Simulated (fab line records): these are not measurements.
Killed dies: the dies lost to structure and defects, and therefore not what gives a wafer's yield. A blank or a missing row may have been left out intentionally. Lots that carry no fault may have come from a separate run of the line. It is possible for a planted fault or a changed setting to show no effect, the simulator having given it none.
A struck lot beside a sound one ; flow sky130 ; 17 out of 708 route steps
Sound: wafers L254.2, L254.3, L254.4. Struck: wafers L267.4, L267.6. (L267.2 of the same lot was not struck and is left out.) The cause comes at the end.
Each step with rows lists, per side, the tool, then ch with its chambers, then its first start. Under that, the readings that differ: sound wafers ; struck wafers ; difference of the means ; sigmas: that difference in standard deviations of wafers without a fault.
alike: same words and numbers on both sides, and readings whose means sit less than 2 such deviations apart. not compared: any withheld reading, any reading some wafer has no value for, any bound like >300 that may hide the same value, and any number with overlapping values for which the record gives no deviation.
Wherever a step has rows on one side only, a row that says differs or no value, or a row with sigmas, the two part there. Numbers that have no deviation but don't overlap get no sigmas and don't part them. A reading missing from all wafers of one side parts the sides only when that side holds two or more wafers.

first, 3 steps without rows for these wafers: SKY_VIA1_EXPOSE_09 (exposes mask VIM, target cd 150 nm); SKY_VIA1_PEB_10; SKY_VIA1_DEVELOP_11 (develop time 60 s).
SKY_VIA1_CD_MEAS_12 targets a cd of 150 nm.
  struck on cd-sem-01, day 38 12:49; sound on cd-sem-02, day 34 11:19
  alike: cd-nm
SKY_VIA1_OVL_MEAS_13:
  struck on overlay-01, day 38 12:55; sound on overlay-01, day 34 11:26
  alike: VIA1_OVL
SKY_VIA1_ETCH_14: etches BARC in N2/H2, stops on SiO2, time 45.9 s, target depth 60 nm.
  sound on rie-diel-01 ch 1,2, day 34 11:28; struck on rie-diel-01 ch 1,2, day 38 12:57
  alike: chamber-pressure-mTorr, drypump-motor-current-A, oes-product-au, throttle-valve-pct
  not compared: rf-hours-counter-h
SKY_VIA1_ETCH_15: etches SiO2 in C4F8/O2/Ar, stops on TiN, target depth 351 nm, time 54 s.
  sound on rie-diel-01 ch 1,2, day 34 11:31; struck on rie-diel-01 ch 1,2, day 38 13:00
  alike: chamber-pressure-mTorr, oes-product-au
  not compared: rf-hours-counter-h
SKY_VIA1_STRIP_16: strips in O2/N2.
  sound on plasma-asher-02 ch 0,1, day 34 11:35; struck on plasma-asher-02 ch 1, day 38 13:02
  alike: chamber-pressure-mTorr, drypump-motor-current-A, oes-product-au, strip-time-to-endpoint-s
  not compared: rf-hours-counter-h
then, 3 steps without rows for these wafers: SKY_VIA1_STRIP_17 (strips in post etch residue remover, time 1200 s); SKY_VIA1_CLEAN_18 (cleans in IPA, time 180 s); SKY_VIA1_CLEAN_19 (cleans in O3/DIW).
SKY_VIA1_SPUTTER_20: material TiN, target thk 20 nm, time 80 s.
  struck on pvd-sputter-01, day 38 13:40; sound on pvd-sputter-01, day 34 12:11
  alike: throttle-valve-pct
SKY_VIA1_CVD_21: deposits W, target thk 270 nm, time 80.902 s.
  sound on cvd-w-02 ch 0,1, day 34 12:15; struck on cvd-w-02 ch 0, day 38 13:44
reading;sound;struck;difference;sigmas
model.W_of_VIA1_CVD_21.thk-nm (nm);271.3 271 271.7;215.1 211.4;-58.1;
  alike: heater-power-w, susceptor-temp-C
SKY_VIA1_RS_MEAS_22: measurement is done with a four-point probe.
  struck on film-metro-03, day 38 13:51; sound on film-metro-01, day 34 12:22
reading;sound;struck;difference;sigmas
VIA1_W_RS (ohm/sq);0.423 0.424 0.425;0.538 0.548;+0.119;+25
SKY_VIA1_THK_MEAS_23: measures by xrf.
  struck on film-metro-03, day 38 13:58; sound on film-metro-01, day 34 12:28
reading;sound;struck;difference;sigmas
VIA1_W_THK (nm);270 271 273;215 211;-58;-19
SKY_VIA1_CMP_24: polishes, stops on SiO2, t overpolish 15 s, target thk 0 nm.
  sound on cmp-02 ch 0,1,2, day 34 12:31; struck on cmp-01 ch 0,3, day 38 14:04
  alike: edge-zone-pressure-frac, motor-current-A, time-to-endpoint-s
-- the record jumps here: 11 days lie between the struck wafers' starts before and after (it left off in module VIA1 and takes up again in module PAD_OPEN, whose first step shown is number 708 of the route) --
SKY_PAD_OPEN_PROBE_99:
  struck on prober-02, day 49 05:49; sound on prober-01, day 46 03:17
  alike: defect-limited-yield, killed_at_M0_to_M3, killed_at_M4_up, killed-at-contacts, killed-at-front-end, killed-at-other, killed-dies, killed-open, killed-short, sort_bin_3_pad_short, sort_bin_5_function, sort_bin_6_memory, sort-n-pass, sort-yield-pct

WHERE THEY PART
At SKY_VIA1_RS_MEAS_22 first; at SKY_VIA1_THK_MEAS_23 last (within this record only). Later steps at which nothing parts them and some readings are alike: SKY_VIA1_CMP_24, SKY_PAD_OPEN_PROBE_99.

WHY: the cause the simulator had injected
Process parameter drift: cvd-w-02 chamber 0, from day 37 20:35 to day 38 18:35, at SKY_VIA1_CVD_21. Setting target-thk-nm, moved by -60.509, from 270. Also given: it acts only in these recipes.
